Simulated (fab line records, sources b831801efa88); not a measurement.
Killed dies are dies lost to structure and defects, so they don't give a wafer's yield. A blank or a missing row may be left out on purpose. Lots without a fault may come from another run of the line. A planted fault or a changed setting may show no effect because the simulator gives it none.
Chamber matching | flow sky130 | SKY_VIA2_ETCH_15 on rie_diel-04: 4 sister chambers
The step etches SiO2 in C4F8/O2/Ar, stops on TiN, target depth 546 nm, time 84 s. 8 wafers are shown with their chamber, then 8 later ones without.

WAFERS WITH THEIR CHAMBER
wafer  | chamber | chamber_pressure_mTorr (mTorr) | oes_product_au (a.u.)
L081.6 | 3       | 39.99                          | 0.945
L083.4 | 0       | 40.03                          | 0.947
L083.6 | 2       | 39.90                          | 0.940
L084.1 | 2       | 40.01                          | 0.937
L086.1 | 0       | 40.04                          | 0.933
L086.3 | 1       | 39.98                          | 0.937
L086.5 | 3       | 40.07                          | 0.938
L088.2 | 1       | 39.99                          | 0.936

WAFERS WITHOUT THEIR CHAMBER
wafer  | chamber_pressure_mTorr (mTorr) | oes_product_au (a.u.)
L088.3 | 40.01                          | 0.940
L088.6 | 39.96                          | 0.940
L094.1 | 39.99                          | 0.939
L094.2 | 39.98                          | 0.944
L094.6 | 40.00                          | 0.933
L097.1 | 40.00                          | 0.935
L097.5 | 40.02                          | 0.933
L097.6 | 40.01                          | 0.935

WHICH CHAMBER EACH WENT THROUGH
wafer  | from the rows above               | in truth
L088.3 | can't be placed: 3 or 0 or 1 or 2 | 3
L088.6 | can't be placed: 2 or 1 or 3 or 0 | 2
L094.1 | can't be placed: 1 or 2 or 3 or 0 | 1
L094.2 | can't be placed: 2 or 3 or 1 or 0 | 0
L094.6 | can't be placed: 1 or 2 or 0 or 3 | 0
L097.1 | can't be placed: 1 or 2 or 0 or 3 | 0
L097.5 | can't be placed: 1 or 0 or 3 or 2 | 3
L097.6 | can't be placed: 1 or 0 or 3 or 2 | 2
Placed correctly: 0 of 8. Can't be placed from these rows: 8 (the true chamber is among the candidates in 8). Placed wrongly: 0.
How it was worked out, from the rows above alone: a wafer's distance from a chamber is the root of the sum, over the readings, of the square of ((its reading less the chamber's mean) divided by the reading's scatter). The wafer belongs to the nearest chamber; if the next one is less than 2 further off, it can't be placed. A chamber's mean is the mean of its shown wafers. The scatter: the root of (the sum of the squares of (reading less its chamber's mean) over the shown wafers, divided by (wafers less chambers)).
